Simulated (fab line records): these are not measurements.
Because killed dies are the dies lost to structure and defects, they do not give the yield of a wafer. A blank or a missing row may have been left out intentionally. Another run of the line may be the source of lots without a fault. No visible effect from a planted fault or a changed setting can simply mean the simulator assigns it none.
Which tool is to blame? || flow gf180mcu || Sampling: 13 lots, 39 wafers, 3 of 602 route steps

## WHAT EACH GAUGE READ, for each wafer
GF_VT_IMPLANT_TW_MEAS_43. Usual: for VT_IMPLANT_4_TW the level is 701 and the standard deviation is 4.2.
{"lot": "L240", "measured": "day 7 18:49", "on": "film metro-02", "VT_IMPLANT_4_TW": "700 698 702", "flag": ""}
{"lot": "L241", "measured": "day 8 01:44", "on": "film metro-02", "VT_IMPLANT_4_TW": "711 704 705", "flag": ""}
{"lot": "L242", "measured": "day 8 14:38", "on": "film metro-04", "VT_IMPLANT_4_TW": "698 698 700", "flag": ""}
{"lot": "L244", "measured": "day 9 01:14", "on": "film metro-02", "VT_IMPLANT_4_TW": "704 704 706", "flag": ""}
{"lot": "L250", "measured": "day 10 16:43", "on": "film metro-01", "VT_IMPLANT_4_TW": "700 695 702", "flag": ""}
{"lot": "L251", "measured": "day 11 02:19", "on": "film metro-02", "VT_IMPLANT_4_TW": "704 703 703", "flag": ""}
{"lot": "L252", "measured": "day 11 07:38", "on": "film metro-02", "VT_IMPLANT_4_TW": "702 702 701", "flag": ""}
{"lot": "L253", "measured": "day 11 11:54", "on": "film metro-02", "VT_IMPLANT_4_TW": "705 698 703", "flag": ""}
{"lot": "L254", "measured": "day 11 20:22", "on": "film metro-04", "VT_IMPLANT_4_TW": "697 698 696", "flag": ""}
{"lot": "L257", "measured": "day 12 18:50", "on": "film metro-01", "VT_IMPLANT_4_TW": "696 698 701", "flag": ""}
{"lot": "L258", "measured": "day 12 22:27", "on": "film metro-01", "VT_IMPLANT_4_TW": "695 697 694", "flag": ""}
{"lot": "L261", "measured": "day 13 22:18", "on": "film metro-04", "VT_IMPLANT_4_TW": "692 697 698", "flag": ""}
{"lot": "L262", "measured": "day 14 05:09", "on": "film metro-02", "VT_IMPLANT_4_TW": "701 700 706", "flag": ""}

GF_DUAL_GATE_OVL_MEAS_11. Usual: for DUAL_GATE_OVL the level is 0.5 nm and the standard deviation is 1.3.
{"lot": "L240", "measured": "day 8 13:25", "on": "overlay-02", "DUAL_GATE_OVL (nm)": "-0.7 -0.6 -0.6", "flag": ""}
{"lot": "L241", "measured": "day 8 21:43", "on": "overlay-02", "DUAL_GATE_OVL (nm)": "1.3 1.4 0.0", "flag": ""}
{"lot": "L242", "measured": "day 9 10:04", "on": "overlay-02", "DUAL_GATE_OVL (nm)": "1.1 0.5 -0.1", "flag": ""}
{"lot": "L244", "measured": "day 9 20:36", "on": "overlay-01", "DUAL_GATE_OVL (nm)": "0.0 2.9 -0.2", "flag": ""}
{"lot": "L250", "measured": "day 11 13:27", "on": "overlay-02", "DUAL_GATE_OVL (nm)": "0.9 2.3 0.8", "flag": ""}
{"lot": "L251", "measured": "day 11 23:40", "on": "overlay-01", "DUAL_GATE_OVL (nm)": "0.7 0.2 1.8", "flag": ""}
{"lot": "L252", "measured": "day 12 04:55", "on": "overlay-01", "DUAL_GATE_OVL (nm)": "-0.2 0.1 -1.7", "flag": ""}
{"lot": "L253", "measured": "day 12 08:58", "on": "overlay-02", "DUAL_GATE_OVL (nm)": "0.7 0.9 -0.4", "flag": ""}
{"lot": "L254", "measured": "day 12 18:45", "on": "overlay-02", "DUAL_GATE_OVL (nm)": "1.3 1.7 2.3", "flag": ""}
{"lot": "L257", "measured": "day 13 17:37", "on": "overlay-02", "DUAL_GATE_OVL (nm)": "1.0 -1.2 0.5", "flag": ""}
{"lot": "L258", "measured": "day 13 22:19", "on": "overlay-01", "DUAL_GATE_OVL (nm)": "-0.6 -1.1 -1.3", "flag": ""}
{"lot": "L261", "measured": "day 14 21:37", "on": "overlay-01", "DUAL_GATE_OVL (nm)": "2.2 2.9 2.3", "flag": ""}
{"lot": "L262", "measured": "day 15 05:13", "on": "overlay-01", "DUAL_GATE_OVL (nm)": "-0.8 -1.0 -2.0", "flag": ""}

## TOOL THAT RAN EACH LOT (tool first, then ch and the chambers of the sampled wafers, then the start)
{"lot": "L240", "GF_VT_IMPLANT_STRIP_09": "plasma asher-04 ch 0,1, day 5 20:58"}
{"lot": "L241", "GF_VT_IMPLANT_STRIP_09": "plasma asher-01 ch 0,1, day 6 03:19"}
{"lot": "L242", "GF_VT_IMPLANT_STRIP_09": "plasma asher-01 ch 0,1, day 6 14:07"}
{"lot": "L244", "GF_VT_IMPLANT_STRIP_09": "plasma asher-01 ch 0,1, day 6 23:43"}
{"lot": "L250", "GF_VT_IMPLANT_STRIP_09": "plasma asher-04 ch 0,1, day 8 11:07"}
{"lot": "L251", "GF_VT_IMPLANT_STRIP_09": "plasma asher-04 ch 1, day 8 20:01"}
{"lot": "L252", "GF_VT_IMPLANT_STRIP_09": "plasma asher-02 ch 0, day 9 01:28"}
{"lot": "L253", "GF_VT_IMPLANT_STRIP_09": "plasma asher-04 ch 0,1, day 9 05:46"}
{"lot": "L254", "GF_VT_IMPLANT_STRIP_09": "plasma asher-02 ch 1, day 9 11:52"}
{"lot": "L257", "GF_VT_IMPLANT_STRIP_09": "plasma asher-02 ch 0,1, day 10 09:16"}
{"lot": "L258", "GF_VT_IMPLANT_STRIP_09": "plasma asher-04 ch 0,1, day 10 12:29"}
{"lot": "L261", "GF_VT_IMPLANT_STRIP_09": "plasma asher-02 ch 1, day 11 09:33"}
{"lot": "L262", "GF_VT_IMPLANT_STRIP_09": "plasma asher-02 ch 0,1, day 11 16:27"}
- GF_VT_IMPLANT_STRIP_09: strips in O2/N2.

## WHAT THE TOOLS THEMSELVES READ (means of the sampled wafers that have a number; where no wafer has one, the mark that the record gives instead)
GF_VT_IMPLANT_STRIP_09. Usual: drypump motor current A 5.8 A, standard deviation 0.57; heater power w 339 W, standard deviation 25; o2 flow sccm 3000 sccm, standard deviation 9; oes product au 0.716 a.u., standard deviation 0.0053; strip time to endpoint s 12.64 s, standard deviation 0.038.
{"lot": "L240", "tool": "plasma asher-04", "drypump motor current A (A)": 5.6, "heater power w (W)": 324, "o2 flow sccm (sccm)": 3005, "oes product au (a.u.)": 0.717, "strip time to endpoint s (s)": 12.63, "flag": ""}
{"lot": "L241", "tool": "plasma asher-01", "drypump motor current A (A)": 5.2, "heater power w (W)": 320, "o2 flow sccm (sccm)": 3008, "oes product au (a.u.)": 0.714, "strip time to endpoint s (s)": 12.64, "flag": ""}
{"lot": "L242", "tool": "plasma asher-01", "drypump motor current A (A)": 5.3, "heater power w (W)": 320, "o2 flow sccm (sccm)": 3000, "oes product au (a.u.)": 0.717, "strip time to endpoint s (s)": 12.67, "flag": ""}
{"lot": "L244", "tool": "plasma asher-01", "drypump motor current A (A)": 5.2, "heater power w (W)": 319, "o2 flow sccm (sccm)": 2997, "oes product au (a.u.)": 0.717, "strip time to endpoint s (s)": 12.62, "flag": ""}
{"lot": "L250", "tool": "plasma asher-04", "drypump motor current A (A)": 6.1, "heater power w (W)": 345, "o2 flow sccm (sccm)": 3006, "oes product au (a.u.)": 0.712, "strip time to endpoint s (s)": 12.62, "flag": ""}
{"lot": "L251", "tool": "plasma asher-04", "drypump motor current A (A)": 6.6, "heater power w (W)": 351, "o2 flow sccm (sccm)": 3008, "oes product au (a.u.)": 0.719, "strip time to endpoint s (s)": 12.64, "flag": ""}
{"lot": "L252", "tool": "plasma asher-02", "drypump motor current A (A)": 6.2, "heater power w (W)": 377, "o2 flow sccm (sccm)": 3006, "oes product au (a.u.)": 0.717, "strip time to endpoint s (s)": 12.70, "flag": ""}
{"lot": "L253", "tool": "plasma asher-04", "drypump motor current A (A)": 5.6, "heater power w (W)": 321, "o2 flow sccm (sccm)": 2992, "oes product au (a.u.)": 0.715, "strip time to endpoint s (s)": 12.59, "flag": ""}
{"lot": "L254", "tool": "plasma asher-02", "drypump motor current A (A)": 6.0, "heater power w (W)": 333, "o2 flow sccm (sccm)": 3011, "oes product au (a.u.)": 0.718, "strip time to endpoint s (s)": 12.62, "flag": ""}
{"lot": "L257", "tool": "plasma asher-02", "drypump motor current A (A)": 6.1, "heater power w (W)": 359, "o2 flow sccm (sccm)": 2991, "oes product au (a.u.)": 0.715, "strip time to endpoint s (s)": 12.65, "flag": ""}
{"lot": "L258", "tool": "plasma asher-04", "drypump motor current A (A)": 5.6, "heater power w (W)": 323, "o2 flow sccm (sccm)": 3006, "oes product au (a.u.)": 0.717, "strip time to endpoint s (s)": 12.65, "flag": ""}
{"lot": "L261", "tool": "plasma asher-02", "drypump motor current A (A)": 5.9, "heater power w (W)": 335, "o2 flow sccm (sccm)": 3000, "oes product au (a.u.)": 0.711, "strip time to endpoint s (s)": 12.67, "flag": ""}
{"lot": "L262", "tool": "plasma asher-02", "drypump motor current A (A)": 6.1, "heater power w (W)": 366, "o2 flow sccm (sccm)": 3015, "oes product au (a.u.)": 0.721, "strip time to endpoint s (s)": 12.58, "flag": ""}

## THE ANSWER, worked out from the rows above alone
Rule: take the mean of a lot's wafers that have a number; if it is more than 3 standard deviations from the usual mean, the lot is off. A lot without any number at a reading at which 4 lots or more have one is off too. The other lots that the step has rows for count as sound. First the gauges in route order, then the tools' own readings, where a lot's mean is used as printed above. At the first step where some lot is off, the reading lying furthest off is the one used; lots without a number count as furthest.
None of the lots is off at any reading shown; this tells nothing.

## WHAT THE SIMULATOR PUT IN
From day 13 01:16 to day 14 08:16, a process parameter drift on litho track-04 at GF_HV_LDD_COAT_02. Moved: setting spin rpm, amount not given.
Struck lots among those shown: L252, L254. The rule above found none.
